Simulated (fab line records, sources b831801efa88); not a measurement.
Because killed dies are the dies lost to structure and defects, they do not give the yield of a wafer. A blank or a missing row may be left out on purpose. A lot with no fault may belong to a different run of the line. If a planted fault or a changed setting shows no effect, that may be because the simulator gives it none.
Chamber matching ; flow gf180mcu ; rieDiel-04 running GF_V1_ETCH_16: 4 sister chambers
The step etches BARC in N2/H2. 18 wafers are shown with their chamber, then 9 later ones without.

WAFERS WITH THEIR CHAMBER
wafer;chamber;oesProductAu (a.u.);h2FlowSccm (sccm);throttleValvePct (%)
L074.2;2;0.860;199.6;13.219
L074.3;1;0.860;199.9;13.231
L074.6;2;0.849;198.5;13.218
L078.2;1;0.863;199.9;13.225
L078.3;0;0.854;200.9;13.232
L078.4;3;0.844;200.2;13.224
L079.1;1;0.849;199.9;13.210
L079.3;3;0.853;199.9;13.232
L079.6;3;0.853;199.4;13.227
L083.3;0;0.856;200.1;13.219
L083.4;3;0.844;199.2;13.208
L083.5;2;0.851;201.0;13.225
L084.2;3;0.852;199.3;13.227
L084.5;3;0.843;199.8;13.236
L084.6;0;0.853;199.0;13.218
L089.1;3;0.861;199.7;13.223
L089.2;2;0.855;199.0;13.222
L089.4;0;0.859;199.2;13.230

SIGNATURES (means of the wafers above)
reading;chamber 0;chamber 1;chamber 2;chamber 3;scatter within a chamber
oesProductAu;0.85550;0.85733;0.85375;0.85000;0.00576
h2FlowSccm;199.800;199.900;199.525;199.643;0.686
throttleValvePct;13.22475;13.22200;13.22100;13.22529;0.00799
Rule: distance of a wafer from a chamber = root of the sum over the readings of ((wafer's reading minus chamber's mean) / reading's scatter) squared. The wafer belongs to the nearest chamber; if the next one is less than 2 further off, it can't be placed. How the scatter is found: for the shown wafers, subtract from each reading the mean of its chamber, square and add these, divide the total by (wafers less chambers), then take the root.

WAFERS WITH NO CHAMBER GIVEN
wafer;oesProductAu (a.u.);h2FlowSccm (sccm);throttleValvePct (%)
L091.1;0.864;199.8;13.235
L091.4;0.850;200.4;13.227
L091.6;0.851;199.9;13.222
L096.3;0.854;200.5;13.225
L096.4;0.854;199.8;13.226
L096.6;0.850;201.2;13.236
L097.2;0.857;200.3;13.236
L097.3;0.863;199.6;13.236
L097.4;0.852;200.3;13.236

EACH ONE'S CHAMBER
wafer;from the rows above;in truth
L091.1;can't be placed: 0 or 1 or 2 or 3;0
L091.4;can't be placed: 3 or 0 or 1 or 2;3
L091.6;can't be placed: 3 or 2 or 0 or 1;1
L096.3;can't be placed: 0 or 1 or 3 or 2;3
L096.4;can't be placed: 0 or 3 or 2 or 1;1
L096.6;can't be placed: 3 or 0 or 1 or 2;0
L097.2;can't be placed: 0 or 1 or 3 or 2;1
L097.3;can't be placed: 0 or 1 or 2 or 3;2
L097.4;can't be placed: 3 or 0 or 1 or 2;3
Placed correctly: 0 of 9. Not placeable from these rows: 9 (in 9, the candidates include the true chamber). Wrongly placed: 0.
